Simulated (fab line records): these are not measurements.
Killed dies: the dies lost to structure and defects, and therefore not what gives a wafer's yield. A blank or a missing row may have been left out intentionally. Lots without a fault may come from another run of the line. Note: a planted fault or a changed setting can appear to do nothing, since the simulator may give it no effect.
Matching of chambers	flow sky130	SKY_CONTACT_CMP_27 on cmp-01 has 4 sister chambers
The step polishes, stops on SiO2, t overpolish 15 s, target thk 0 nm. 8 wafers are shown with their chamber, then 12 later ones without.

## WAFERS WITH THEIR CHAMBER
wafer	chamber	time to endpoint s (s)	motor current A (A)
L085.4	0	78.7	10.3
L085.6	0	82.0	11.2
L084.6	3	81.5	11.0
L087.3	1	88.7	10.4
L087.6	2	87.6	11.0
L089.2	3	82.0	10.7
L089.3	1	80.7	10.6
L089.5	2	84.7	10.2

## WAFERS MISSING THEIR CHAMBER
wafer	time to endpoint s (s)	motor current A (A)
L091.1	88.3	10.5
L091.3	88.2	9.9
L091.6	86.1	10.6
L093.2	85.5	10.6
L093.4	83.7	11.0
L093.6	81.9	11.4
L095.2	84.3	10.4
L095.5	82.0	10.0
L095.6	81.2	10.3
L097.2	79.8	10.3
L097.4	81.7	10.6
L097.5	80.7	10.1

## WHICH CHAMBER EACH WENT THROUGH
wafer	from the rows above	in truth
L091.1	can't be placed: 2 or 1 or 3 or 0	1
L091.3	can't be placed: 2 or 1 or 3 or 0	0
L091.6	can't be placed: 2 or 1 or 3 or 0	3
L093.2	can't be placed: 2 or 1 or 3 or 0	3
L093.4	can't be placed: 3 or 1 or 2 or 0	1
L093.6	can't be placed: 3 or 0 or 1 or 2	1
L095.2	can't be placed: 1 or 2 or 3 or 0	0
L095.5	can't be placed: 1 or 0 or 2 or 3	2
L095.6	can't be placed: 0 or 1 or 3 or 2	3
L097.2	can't be placed: 0 or 3 or 1 or 2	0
L097.4	can't be placed: 0 or 3 or 1 or 2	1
L097.5	can't be placed: 0 or 1 or 3 or 2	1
Correct placement for 0 of the 12. From these rows, 12 cannot be placed; in 12 the true chamber is one of the candidates. Placed wrongly: 0.
How it was worked out, from the rows above alone: a wafer's distance from a chamber is the root of the sum, over the readings, of the square of ((its reading less the chamber's mean) divided by the reading's scatter). The wafer belongs to the nearest chamber; if the next one is less than 2 further off, it can't be placed. The mean given for a chamber averages the wafers shown for that chamber. How the scatter is found: for the shown wafers, subtract from each reading the mean of its chamber, square and add these, divide the total by (wafers less chambers), then take the root.
